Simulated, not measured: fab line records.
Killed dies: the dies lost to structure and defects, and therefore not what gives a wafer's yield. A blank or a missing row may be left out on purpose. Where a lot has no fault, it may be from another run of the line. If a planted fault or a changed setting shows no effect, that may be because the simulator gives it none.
Which tool was responsible? || flow sky130 || Sampling: 14 lots, 40 wafers, 3 of 708 route steps

## WHAT EACH GAUGE READ, for each wafer
SKY_CAP2M_THK_MEAS_01.
{"lot": "L714", "measured": "day 40 09:41", "on": "film_metro-04", "CAP2M_CVD_00_THK (nm)": "15.21 15.12 15.28"}
{"lot": "L715", "measured": "day 40 13:10", "on": "film_metro-04", "CAP2M_CVD_00_THK (nm)": "15.21 15.15 15.79"}
{"lot": "L719", "measured": "day 42 13:39", "on": "film_metro-01", "CAP2M_CVD_00_THK (nm)": "15.48 15.51 15.48"}
{"lot": "L718", "measured": "day 42 15:23", "on": "film_metro-04", "CAP2M_CVD_00_THK (nm)": "15.19 15.30 15.80"}
{"lot": "L720", "measured": "day 43 04:08", "on": "film_metro-01", "CAP2M_CVD_00_THK (nm)": "15.36 15.59 15.68"}
{"lot": "L721", "measured": "day 43 06:14", "on": "film_metro-03", "CAP2M_CVD_00_THK (nm)": 15.63}
{"lot": "L726", "measured": "day 43 18:11", "on": "film_metro-01", "CAP2M_CVD_00_THK (nm)": "15.40 15.87 15.49"}
{"lot": "L728", "measured": "day 44 12:07", "on": "film_metro-01", "CAP2M_CVD_00_THK (nm)": "15.17 15.29 15.22"}
{"lot": "L729", "measured": "day 45 01:53", "on": "film_metro-03", "CAP2M_CVD_00_THK (nm)": "15.44 15.45 15.48"}
{"lot": "L730", "measured": "day 45 04:20", "on": "film_metro-03", "CAP2M_CVD_00_THK (nm)": "15.26 15.66 15.64"}
{"lot": "L731", "measured": "day 45 07:10", "on": "film_metro-01", "CAP2M_CVD_00_THK (nm)": "15.37 15.78 15.56"}
{"lot": "L732", "measured": "day 45 07:49", "on": "film_metro-01", "CAP2M_CVD_00_THK (nm)": "15.07 15.30 15.59"}
{"lot": "L733", "measured": "day 45 13:43", "on": "film_metro-03", "CAP2M_CVD_00_THK (nm)": "15.08 15.11 15.21"}
{"lot": "L734", "measured": "day 46 06:43", "on": "film_metro-01", "CAP2M_CVD_00_THK (nm)": "15.24 15.57 15.92"}

## EACH LOT AND THE TOOL THAT RAN IT (in order: tool; ch and the chambers of the sampled wafers; start)
{"lot": "L714", "SKY_METAL4_SPUTTER_04": "pvd_sputter-02, day 40 09:37", "SKY_CAP2M_CVD_00": "pecvd-01 ch 0,2, day 40 09:40"}
{"lot": "L715", "SKY_METAL4_SPUTTER_04": "pvd_sputter-01, day 40 13:05", "SKY_CAP2M_CVD_00": "pecvd-03 ch 0,1,2, day 40 13:08"}
{"lot": "L719", "SKY_METAL4_SPUTTER_04": "pvd_sputter-02, day 42 13:35", "SKY_CAP2M_CVD_00": "pecvd-02 ch 0,1,2, day 42 13:38"}
{"lot": "L718", "SKY_METAL4_SPUTTER_04": "pvd_sputter-01, day 42 15:18", "SKY_CAP2M_CVD_00": "pecvd-03 ch 0,1, day 42 15:21"}
{"lot": "L720", "SKY_METAL4_SPUTTER_04": "pvd_sputter-02, day 43 04:02", "SKY_CAP2M_CVD_00": "pecvd-01 ch 0,1,2, day 43 04:05"}
{"lot": "L721", "SKY_METAL4_SPUTTER_04": "pvd_sputter-02, day 43 06:08", "SKY_CAP2M_CVD_00": "pecvd-03 ch 2, day 43 06:10"}
{"lot": "L726", "SKY_METAL4_SPUTTER_04": "pvd_sputter-02, day 43 18:05", "SKY_CAP2M_CVD_00": "pecvd-02 ch 0,2, day 43 18:08"}
{"lot": "L728", "SKY_METAL4_SPUTTER_04": "pvd_sputter-03, day 44 12:03", "SKY_CAP2M_CVD_00": "pecvd-01 ch 0,1,2, day 44 12:06"}
{"lot": "L729", "SKY_METAL4_SPUTTER_04": "pvd_sputter-02, day 45 01:49", "SKY_CAP2M_CVD_00": "pecvd-03 ch 0,2, day 45 01:52"}
{"lot": "L730", "SKY_METAL4_SPUTTER_04": "pvd_sputter-02, day 45 04:16", "SKY_CAP2M_CVD_00": "pecvd-02 ch 0,1, day 45 04:19"}
{"lot": "L731", "SKY_METAL4_SPUTTER_04": "pvd_sputter-01, day 45 07:05", "SKY_CAP2M_CVD_00": "pecvd-03 ch 0,1, day 45 07:08"}
{"lot": "L732", "SKY_METAL4_SPUTTER_04": "pvd_sputter-03, day 45 07:45", "SKY_CAP2M_CVD_00": "pecvd-01 ch 1,2, day 45 07:48"}
{"lot": "L733", "SKY_METAL4_SPUTTER_04": "pvd_sputter-03, day 45 13:38", "SKY_CAP2M_CVD_00": "pecvd-02 ch 0,2, day 45 13:41"}
{"lot": "L734", "SKY_METAL4_SPUTTER_04": "pvd_sputter-02, day 46 06:37", "SKY_CAP2M_CVD_00": "pecvd-02 ch 0,1,2, day 46 06:40"}
- SKY_METAL4_SPUTTER_04: material TiN, target thk 70 nm, time 58.3 s.
- SKY_CAP2M_CVD_00: deposits SiO2, target thk 15.5 nm.

## AS READ BY THE TOOLS THEMSELVES (means over the sampled wafers that have a number; for cases with no such wafer, the mark the record gives instead)
SKY_METAL4_SPUTTER_04.
{"lot": "L714", "tool": "pvd_sputter-02", "throttle_valve_pct (%)": 30.5}
{"lot": "L715", "tool": "pvd_sputter-01", "throttle_valve_pct (%)": 30.1}
{"lot": "L719", "tool": "pvd_sputter-02", "throttle_valve_pct (%)": 30.7}
{"lot": "L718", "tool": "pvd_sputter-01", "throttle_valve_pct (%)": 30.5}
{"lot": "L720", "tool": "pvd_sputter-02", "throttle_valve_pct (%)": 31.4}
{"lot": "L721", "tool": "pvd_sputter-02", "throttle_valve_pct (%)": 32.0}
{"lot": "L726", "tool": "pvd_sputter-02", "throttle_valve_pct (%)": 29.4}
{"lot": "L728", "tool": "pvd_sputter-03", "throttle_valve_pct (%)": 30.4}
{"lot": "L729", "tool": "pvd_sputter-02", "throttle_valve_pct (%)": 31.6}
{"lot": "L730", "tool": "pvd_sputter-02", "throttle_valve_pct (%)": 30.1}
{"lot": "L731", "tool": "pvd_sputter-01", "throttle_valve_pct (%)": 29.6}
{"lot": "L732", "tool": "pvd_sputter-03", "throttle_valve_pct (%)": 30.5}
{"lot": "L733", "tool": "pvd_sputter-03", "throttle_valve_pct (%)": 29.6}
{"lot": "L734", "tool": "pvd_sputter-02", "throttle_valve_pct (%)": 29.6}

SKY_CAP2M_CVD_00.
{"lot": "L714", "tool": "pecvd-01", "heater_power_w (W)": 606, "rf_fwd_power_W (W)": 443.1}
{"lot": "L715", "tool": "pecvd-03", "heater_power_w (W)": 805, "rf_fwd_power_W (W)": 441.5}
{"lot": "L719", "tool": "pecvd-02", "heater_power_w (W)": 724, "rf_fwd_power_W (W)": 441.1}
{"lot": "L718", "tool": "pecvd-03", "heater_power_w (W)": 743, "rf_fwd_power_W (W)": 443.4}
{"lot": "L720", "tool": "pecvd-01", "heater_power_w (W)": 633, "rf_fwd_power_W (W)": 443.3}
{"lot": "L721", "tool": "pecvd-03", "heater_power_w (W)": 771, "rf_fwd_power_W (W)": 439.7}
{"lot": "L726", "tool": "pecvd-02", "heater_power_w (W)": 738, "rf_fwd_power_W (W)": 440.8}
{"lot": "L728", "tool": "pecvd-01", "heater_power_w (W)": 605, "rf_fwd_power_W (W)": 443.6}
{"lot": "L729", "tool": "pecvd-03", "heater_power_w (W)": 762, "rf_fwd_power_W (W)": 442.5}
{"lot": "L730", "tool": "pecvd-02", "heater_power_w (W)": 727, "rf_fwd_power_W (W)": 439.3}
{"lot": "L731", "tool": "pecvd-03", "heater_power_w (W)": 794, "rf_fwd_power_W (W)": 441.6}
{"lot": "L732", "tool": "pecvd-01", "heater_power_w (W)": 543, "rf_fwd_power_W (W)": 442.1}
{"lot": "L733", "tool": "pecvd-02", "heater_power_w (W)": 752, "rf_fwd_power_W (W)": 438.9}
{"lot": "L734", "tool": "pecvd-02", "heater_power_w (W)": 689, "rf_fwd_power_W (W)": 439.4}

## THE ANSWER, worked out from the rows above alone
Rule: the lots themselves supply what counts as usual. The widest of any qualifying gaps counts: lots, ordered by their means at a reading, are off when they make up no more than a third of the lots, leave a main group of 4 or more, and stand apart from it by 3 or more times the standard deviation of that group's means. A main group whose means are all the same, to the digits that the tables above print for the reading, isn't used. Also off: a lot with no number at a reading for which 4 or more lots have one. The other lots that the step has rows for count as sound. First the gauges in route order, then the tools' own readings, where a lot's mean is used as printed above. At the first step where some lot is off, the reading lying furthest off is the one used; lots without a number count as furthest.
Across all readings shown, no lot is off: no conclusion can be drawn from this.

## WHAT HAD BEEN PUT IN BY THE SIMULATOR
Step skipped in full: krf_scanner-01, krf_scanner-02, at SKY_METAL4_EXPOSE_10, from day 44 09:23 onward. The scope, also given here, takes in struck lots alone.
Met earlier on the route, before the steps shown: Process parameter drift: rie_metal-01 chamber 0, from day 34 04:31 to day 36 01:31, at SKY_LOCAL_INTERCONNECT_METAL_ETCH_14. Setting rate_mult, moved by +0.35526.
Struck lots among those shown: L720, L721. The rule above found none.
